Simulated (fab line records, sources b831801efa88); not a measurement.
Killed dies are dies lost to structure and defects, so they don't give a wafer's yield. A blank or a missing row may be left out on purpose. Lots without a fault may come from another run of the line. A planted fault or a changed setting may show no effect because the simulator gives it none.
fab line records | flow gf180mcu
record lots=13 wafers=37 last_day=34
route steps=602 shown NSD@244 V1@359 M3@423 V3@430
lots that met no fault: from a run of the same line without faults
start_h: hours from the record's first day to the start of the lot's first wafer shown | wait_h: hours since the lot's step before | " the same as in the row above | L1.1+2: a row that stands for several wafers | - no value, or no start given | * or withheld: withheld | < > ~ a bound
route shown NAME@n: a module of which the file shows steps, and the number in the route of the first | usual: mean/standard deviation of fault-free wafers | same: alike in all rows | chamber/n: place in a boat | sites: the reading at each site | _std_site: their standard deviation | _edge_site: outer sites' mean less inner sites' | radius_mm: how far each site lies from the wafer's centre | mask NAME#n: copy n | behind: the tool/chamber that last shaped the wafer | hold: why the lot was held/for how many hours/how that ended | device: the transistor (n, p or np) that didn't switch | end of line: the same wafers' tests at the end of the route | a step without rows: its recipe alone | killed: dies lost to structure and defects at the first sort, not the wafer's yield | map: a wafer's dies, x killed, . not, _ none there
set.NAME: the setting as run; set.NAME@STEP: as run at that earlier step | model.NAME: the simulator's own value behind a step, which no gauge read
steps of the route over a sample of lots; a table a step, a row a wafer
services: from which hour (start_h, from the record's first day; less than 0 if before it) a tool's chamber was out of use, for how many hours, and why
## steps
# step GF_NSD_IMPLANT_09
# recipe species=As energy_kev=60 dose_cm2=4e+15 tilt_deg=7
# usual beam_on_s=17.9/0.36 faraday_current_uA=12251/250
# columns lot.wafer tool chamber start_h wait_h beam_on_s faraday_current_uA
L795.1 implanter-03 0 285.28 0.0 17.8 12340
L795.2 " 0 " " 17.8 12299
L795.6 " 0 " " 18.1 12081
L798.1 implanter-04 0 328.48 0.0 17.5 12528
L798.3 " 0 " " 17.6 12393
L798.5 " 0 " " 18.0 12134
L799.1 implanter-02 0 342.08 0.0 18.2 12075
L799.4 " 0 " " 17.6 12443
L799.5 " 0 " " 17.9 12231
L802.3 implanter-02 0 357.53 0.1 17.9 12199
L802.5 " 0 " " 17.5 12500
L802.6 " 0 " " 18.3 11967
L804.1 implanter-02 0 373.78 0.0 17.4 12586
L804.3 " 0 " " 18.0 12199
L804.6 " 0 " " 18.7 11688
L805.3 implanter-02 0 390.08 0.1 17.8 12336
L805.5 " 0 " " 17.7 12338
L805.6 " 0 " " 17.8 12277
L806.1 implanter-03 0 399.78 0.0 18.8 11674
L806.2 " 0 " " 18.3 11944
L806.6 " 0 " " 18.1 12079
L808.2 implanter-03 0 402.65 0.0 17.7 12436
L808.3 " 0 " " 17.7 12385
L808.5 " 0 " " 17.7 12385
L807.4 implanter-02 0 404.85 0.1 18.0 12197
L807.5 " 0 " " 18.1 12113
L807.6 " 0 " " 18.2 12064
L809.2 implanter-03 0 423.95 0.0 18.2 12009
L809.4 " 0 " " 22.6 9714
L809.5 " 0 " " 18.6 11745
L810.2 implanter-03 0 431.30 0.0 17.0 12854
L810.6 " 0 " " 22.8 9622
L811.3 implanter-03 0 433.25 0.1 17.5 12420
L811.6 " 0 " " 22.3 9837
L818.1 implanter-03 0 485.83 0.0 17.7 12382
L818.4 " 0 " " 18.2 12036
L818.6 " 0 " " 18.0 12162
# step GF_NSD_STRIP_11
# recipe chemistry=O2/N2 power_w=1400 pressure_mtorr=1500 platen_temp_c=250 o2_flow_sccm=3000 n2_flow_sccm=300 overash_fraction=0.5
# usual drypump_motor_current_A=6.0/0.52 heater_power_w=347/31 oes_product_au=0.486/0.0045 strip_time_to_endpoint_s=22.94/0.036
# columns lot.wafer tool chamber start_h wait_h drypump_motor_current_A heater_power_w oes_product_au rf_hours_counter_h strip_time_to_endpoint_s
L795.1 plasma_asher-03 0 285.58 0.1 6.7 308 0.491 49 22.91
L795.2 " 1 " " 6.5 335 0.485 49 22.96
L795.6 " 0 " " 6.7 316 0.481 - 22.97
L798.1 plasma_asher-04 1 328.78 0.1 6.5 394 0.483 69 22.93
L798.3 " 1 " " 6.5 395 0.491 - 22.97
L798.5 " 0 " " 5.3 329 0.485 - 22.89
L799.1 plasma_asher-03 1 342.38 0.1 6.5 349 0.485 56 22.86
L799.4 " 1 " " 6.5 347 0.493 - 22.86
L799.5 " 1 " " 6.6 345 0.487 - 22.82
L802.3 plasma_asher-04 1 357.82 0.1 6.4 396 0.489 - 23.03
L802.5 " 0 " " 5.3 333 0.488 - 22.95
L802.6 " 1 " " 6.5 409 0.488 - 23.01
L804.1 plasma_asher-03 1 374.08 0.1 6.6 346 0.484 59 22.92
L804.3 " 1 " " 6.6 341 0.493 - 22.91
L804.6 " 0 " " 6.7 310 0.484 - 22.94
L805.3 plasma_asher-02 0 390.37 0.1 5.6 379 0.487 - 23.01
L805.5 " 0 " " 5.6 380 0.489 - 22.97
L805.6 " 1 " " 5.8 321 0.486 - 22.98
L806.1 plasma_asher-02 1 400.08 0.1 5.8 324 0.479 29 22.96
L806.2 " 0 " " 5.6 374 0.492 29 22.95
L806.6 " 1 " " 5.7 319 0.497 - 22.94
L808.2 plasma_asher-03 1 402.93 0.1 6.5 337 0.484 62 22.97
L808.3 " 0 " " 6.7 310 0.485 - 22.96
L808.5 " 1 " " 6.6 342 0.495 - 22.99
L807.4 plasma_asher-04 1 405.11 0.1 6.5 391 0.490 - 22.91
L807.5 " 0 " " 5.3 329 0.481 - 22.88
L807.6 " 1 " " 6.5 393 0.494 - 22.92
L809.2 plasma_asher-02 1 424.23 0.1 5.7 318 0.479 31 22.94
L809.4 " 1 " " 5.7 315 0.476 - 23.71
L809.5 " 0 " " 5.6 370 0.491 - 22.91
L810.2 plasma_asher-02 1 431.58 0.1 5.7 315 0.490 33 22.98
L810.6 " 0 " " 5.6 371 0.487 - 23.70
L811.3 plasma_asher-04 0 433.54 0.1 5.3 325 0.489 - 22.95
L811.6 " 0 " " 5.3 338 0.475 - 23.73
L818.1 plasma_asher-03 0 486.13 0.1 6.7 311 0.480 71 22.92
L818.4 " 1 " " 6.5 338 0.484 - 22.93
L818.6 " 1 " " 6.5 356 0.488 - 22.96
# step GF_PSD_RS_MEAS_14
# recipe thk_meas_gauge=four-point-probe
# usual NSD_RS=46.10/0.077
# columns lot.wafer tool chamber start_h wait_h NSD_RS[ohm/sq]
L795.1 film_metro-02 - 305.48 0.1 46.14
L795.2 " - " " 46.16
L795.6 " - " " 46.19
L798.1 film_metro-03 - 350.33 0.1 46.05
L798.3 " - " " 46.02
L798.5 " - " " 46.23
L799.1 film_metro-03 - 364.20 0.1 46.10
L799.4 " - " " 46.08
L799.5 " - " " 46.01
L802.3 film_metro-01 - 380.96 0.1 46.13
L802.5 " - " " 45.99
L802.6 " - " " 45.97
L804.1 film_metro-02 - 397.73 0.1 46.17
L804.3 " - " " 46.25
L804.6 " - " " 46.19
L805.3 film_metro-01 - 414.37 0.1 46.08
L805.5 " - " " 46.12
L805.6 " - " " 46.06
L806.1 film_metro-01 - 423.82 0.1 46.08
L806.2 " - " " 46.06
L806.6 " - " " 46.05
L808.2 film_metro-01 - 427.68 0.1 46.03
L808.3 " - " " 46.03
L808.5 " - " " 45.94
L807.4 film_metro-01 - 430.11 0.1 46.10
L807.5 " - " " 46.13
L807.6 " - " " 46.29
L809.2 film_metro-02 - 449.87 0.1 46.21
L809.4 " - " " 45.08
L809.5 " - " " 46.14
L810.2 film_metro-03 - 456.95 0.1 46.12
L810.6 " - " " 45.03
L811.3 film_metro-02 - 459.01 0.1 46.11
L811.6 " - " " 44.95
L818.1 film_metro-03 - 510.34 0.1 46.00
L818.4 " - " " 45.98
L818.6 " - " " 46.00
# step GF_V1_RS_MEAS_24
# recipe thk_meas_gauge=four-point-probe reads=W_of_V1_CVD_23+TiN_of_V1_SPUTTER_22+Ti_of_V1_SPUTTER_21
# usual V1_W_RS=0.326/0.0043
# columns lot.wafer tool chamber start_h wait_h V1_W_RS[ohm/sq]
L795.1 film_metro-02 - 398.83 0.1 0.326
L795.2 " - " " 0.332
L795.6 " - " " 0.330
L798.1 film_metro-03 - 449.86 0.1 0.317
L798.3 " - " " 0.325
L798.5 " - " " 0.324
L799.1 film_metro-04 - 465.50 0.1 0.326
L799.4 " - " " 0.328
L799.5 " - " " 0.328
L802.3 film_metro-04 - 483.74 0.1 0.327
L802.5 " - " " 0.328
L802.6 " - " " 0.323
L804.1 film_metro-04 - 499.89 0.1 0.325
L804.3 " - " " 0.327
L804.6 " - " " 0.319
L805.3 film_metro-02 - 518.30 0.1 0.318
L805.5 " - " " 0.319
L805.6 " - " " 0.330
L806.1 film_metro-02 - 527.29 0.1 0.331
L806.2 " - " " 0.323
L806.6 " - " " 0.330
L808.2 film_metro-04 - 529.70 0.1 0.323
L808.3 " - " " 0.320
L808.5 " - " " 0.326
L807.4 film_metro-02 - 533.87 0.1 0.326
L807.5 " - " " 0.328
L807.6 " - " " 0.331
L809.2 film_metro-04 - 550.37 0.1 0.331
L809.4 " - " " 0.331
L809.5 " - " " 0.332
L810.2 film_metro-02 - 556.43 0.1 0.328
L810.6 " - " " 0.331
L811.3 film_metro-04 - 558.65 0.1 0.332
L811.6 " - " " 0.331
L818.1 film_metro-02 - 604.82 0.1 0.320
L818.4 " - " " 0.319
L818.6 " - " " 0.319
# step GF_M3_CD_MEAS_14
# recipe target_cd_nm=280
# usual cd_nm=280.1/0.95
# columns lot.wafer tool chamber start_h wait_h cd_nm
L795.1 cd_sem-02 - 475.47 0.1 279.1
L795.2 " - " " 279.0
L795.6 " - " " 278.9
L798.1 cd_sem-01 - 525.02 0.1 281.2
L798.3 " - " " 280.1
L798.5 " - " " 279.9
L799.1 cd_sem-02 - 540.57 0.1 280.3
L799.4 " - " " 281.0
L799.5 " - " " 280.8
L802.3 cd_sem-02 - 556.86 0.1 280.9
L802.5 " - " " 280.6
L802.6 " - " " 280.1
L804.1 cd_sem-02 - 571.77 0.1 280.0
L804.3 " - " " 278.6
L804.6 " - " " 277.4
L805.3 cd_sem-02 - 589.01 0.1 281.4
L805.5 " - " " 281.2
L805.6 " - " " 281.7
L806.1 cd_sem-02 - 597.77 0.1 280.8
L806.2 " - " " 281.2
L806.6 " - " " 280.9
L808.2 cd_sem-02 - 602.24 0.1 279.3
L808.3 " - " " 279.5
L808.5 " - " " 279.5
L807.4 cd_sem-02 - 603.00 0.2 281.3
L807.5 " - " " 281.7
L807.6 " - " " 280.1
L809.2 cd_sem-02 - 618.09 0.1 281.5
L809.4 " - " " 279.6
L809.5 " - " " 279.8
L810.2 cd_sem-01 - 627.09 0.1 279.0
L810.6 " - " " 279.2
L811.3 cd_sem-01 - 627.46 0.1 279.2
L811.6 " - " " 278.8
L818.1 cd_sem-02 - 668.92 0.1 280.5
L818.4 " - " " 280.4
L818.6 " - " " 279.6
# step GF_V3_THK_MEAS_01
# recipe reads=SiO2_of_V3_CVD_00
# usual V3_CVD_00_THK=604/6.4
# columns lot.wafer tool chamber start_h wait_h V3_CVD_00_THK[nm]
L795.1 film_metro-02 - 476.36 0.0 611
L795.2 " - " " 613
L795.6 " - " " 610
L798.1 film_metro-02 - 526.05 0.0 601
L798.3 " - " " 612
L798.5 " - " " 597
L799.1 film_metro-04 - 541.46 0.0 600
L799.4 " - " " 614
L799.5 " - " " 600
L802.3 film_metro-02 - 557.77 0.1 603
L802.5 " - " " 606
L802.6 " - " " 618
L804.1 film_metro-04 - 572.73 0.0 598
L804.3 " - " " 596
L804.6 " - " " 588
L805.3 film_metro-02 - 589.92 0.1 601
L805.5 " - " " 601
L805.6 " - " " 590
L806.1 film_metro-03 - 598.70 0.0 608
L806.2 " - " " 611
L806.6 " - " " 608
L808.2 film_metro-03 - 603.13 0.0 602
L808.3 " - " " 603
L808.5 " - " " 602
L807.4 film_metro-02 - 603.86 0.0 604
L807.5 " - " " 612
L807.6 " - " " 598
L809.2 film_metro-02 - 618.97 0.0 616
L809.4 " - " " 608
L809.5 " - " " 618
L810.2 film_metro-04 - 627.97 0.0 598
L810.6 " - " " 606
L811.3 film_metro-02 - 628.33 0.1 592
L811.6 " - " " 603
L818.1 film_metro-02 - 669.81 0.0 606
L818.4 " - " " 608
L818.6 " - " " 609
## services
# columns tool chamber start_h hours kind
plasma_asher-02 - 277.50 2.7 repair
implanter-02 - 292.56 4.2 pm
implanter-02 - 304.65 0.8 repair
implanter-03 - 311.18 18.3 repair
implanter-04 - 317.85 3.1 repair
implanter-03 - 379.19 3.2 repair
plasma_asher-02 - 392.26 2.4 repair
plasma_asher-04 - 421.25 9.0 pm
plasma_asher-04 0 421.25 9.0 vent_cycle
plasma_asher-04 1 421.25 9.0 vent_cycle
plasma_asher-04 0 430.25 - clean
plasma_asher-04 1 430.25 - clean
implanter-04 - 435.13 2.2 repair
implanter-04 - 445.90 2.7 repair
implanter-03 - 449.64 1.9 repair
implanter-04 - 469.95 1.7 repair
plasma_asher-04 - 473.74 14.6 pm
## key
first_sign step=GF_NSD_IMPLANT_09 reading=beam_on_s direction=up sigmas=13 usual=17.9 struck=22.6
effect step=GF_NSD_IMPLANT_09 reading=faraday_current_uA direction=down sigmas=10 usual=12251 struck=9724
effect step=GF_NSD_STRIP_11 reading=strip_time_to_endpoint_s direction=up sigmas=22 usual=* struck=*
effect step=GF_PSD_RS_MEAS_14 reading=NSD_RS direction=down sigmas=14 usual=46.10 struck=45.02
met_at GF_NSD_IMPLANT_09
struck_lots L809,L810,L811
struck_wafers L809.4,L810.6,L811.6
tester_left_out L809,L810,L811
not_acting_at GF_V1_RS_MEAS_24,GF_M3_CD_MEAS_14,GF_V3_THK_MEAS_01
onset_between 402.65 423.95
fault kind=process_parameter_drift tool=implanter-03 chamber=- onset_h=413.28 steps=GF_NSD_IMPLANT_09 channel=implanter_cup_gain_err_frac offset=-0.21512 shape=step end_h=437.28 scope=struck_wafers_only
# tester_left_out: of these lots the tester's yield and bins aren't shown, on N5 and GAA mostly nor the transistor test; their killed dies are dies lost to structure and defects alone, not to doping, threshold or leakage, so they don't give the yield
